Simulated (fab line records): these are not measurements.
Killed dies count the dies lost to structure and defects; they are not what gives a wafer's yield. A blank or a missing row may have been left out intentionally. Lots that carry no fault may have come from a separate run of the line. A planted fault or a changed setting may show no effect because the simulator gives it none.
Which tool did it? / flow gf180mcu / Sampling: 7 lots, 21 wafers, 2 of 602 route steps

## WHAT THE GAUGES READ, wafer by wafer
GF_VT_IMPLANT_RS_MEAS_46: uses a four-point probe to measure.
lot=L344; measured=day 8 01:25; on=film metro-01; MVSD_RS (ohm/sq)=132.7 133.1 133.1
lot=L348; measured=day 9 02:11; on=film metro-04; MVSD_RS (ohm/sq)=455.9 455.8 457.0
lot=L353; measured=day 10 13:31; on=film metro-01; MVSD_RS (ohm/sq)=456.5 456.8 455.9
lot=L358; measured=day 11 23:14; on=film metro-04; MVSD_RS (ohm/sq)=454.9 455.2 456.1
lot=L360; measured=day 12 14:53; on=film metro-02; MVSD_RS (ohm/sq)=453.9 457.0 454.8
lot=L362; measured=day 13 13:40; on=film metro-01; MVSD_RS (ohm/sq)=455.7 456.3 456.0
lot=L365; measured=day 14 06:59; on=film metro-04; MVSD_RS (ohm/sq)=456.7 456.6 457.9

## TOOL THAT RAN EACH LOT (tool first, then ch and the chambers of the sampled wafers, then the start)
lot=L344; GF_VT_IMPLANT_RTA_45=rtp anneal-01, day 8 01:18
lot=L348; GF_VT_IMPLANT_RTA_45=rtp anneal-01 ch 0, day 9 02:04
lot=L353; GF_VT_IMPLANT_RTA_45=rtp anneal-01 ch 0, day 10 13:25
lot=L358; GF_VT_IMPLANT_RTA_45=rtp anneal-01 ch 0, day 11 23:08
lot=L360; GF_VT_IMPLANT_RTA_45=rtp anneal-02 ch 0, day 12 14:46
lot=L362; GF_VT_IMPLANT_RTA_45=rtp anneal-02 ch 0, day 13 13:33
lot=L365; GF_VT_IMPLANT_RTA_45=rtp anneal-01 ch 0, day 14 06:52
- GF_VT_IMPLANT_RTA_45: time 30 s.

## THE ANSWER, worked out from the rows above alone
Rule: the usual values come from the lots themselves. Put in order of their means at a reading, lots are off if they are a third of the lots or fewer, leave a main group of 4 or more, and stand apart from it by a gap of 3 or more times the standard deviation of the main group's means; of several such gaps the widest counts. Not used: any main group whose means are identical at the precision the tables above print for the reading. A lot without any number at a reading at which 4 lots or more have one is off too. Any other lot the step has rows for is counted as sound.
Off: at GF_VT_IMPLANT_RS_MEAS_46 (MVSD_RS), L344. For the main group the mean is 456.1 ohm/sq and the standard deviation 0.62.
A tool fits if, at a process step before that reading, it ran every lot that is off, and no sound lot after the first of them. Gauges at GF_VT_IMPLANT_RS_MEAS_46: tried the same way as those tools. No candidate that was tried fits.

## WHAT THE SIMULATOR HAD PUT IN
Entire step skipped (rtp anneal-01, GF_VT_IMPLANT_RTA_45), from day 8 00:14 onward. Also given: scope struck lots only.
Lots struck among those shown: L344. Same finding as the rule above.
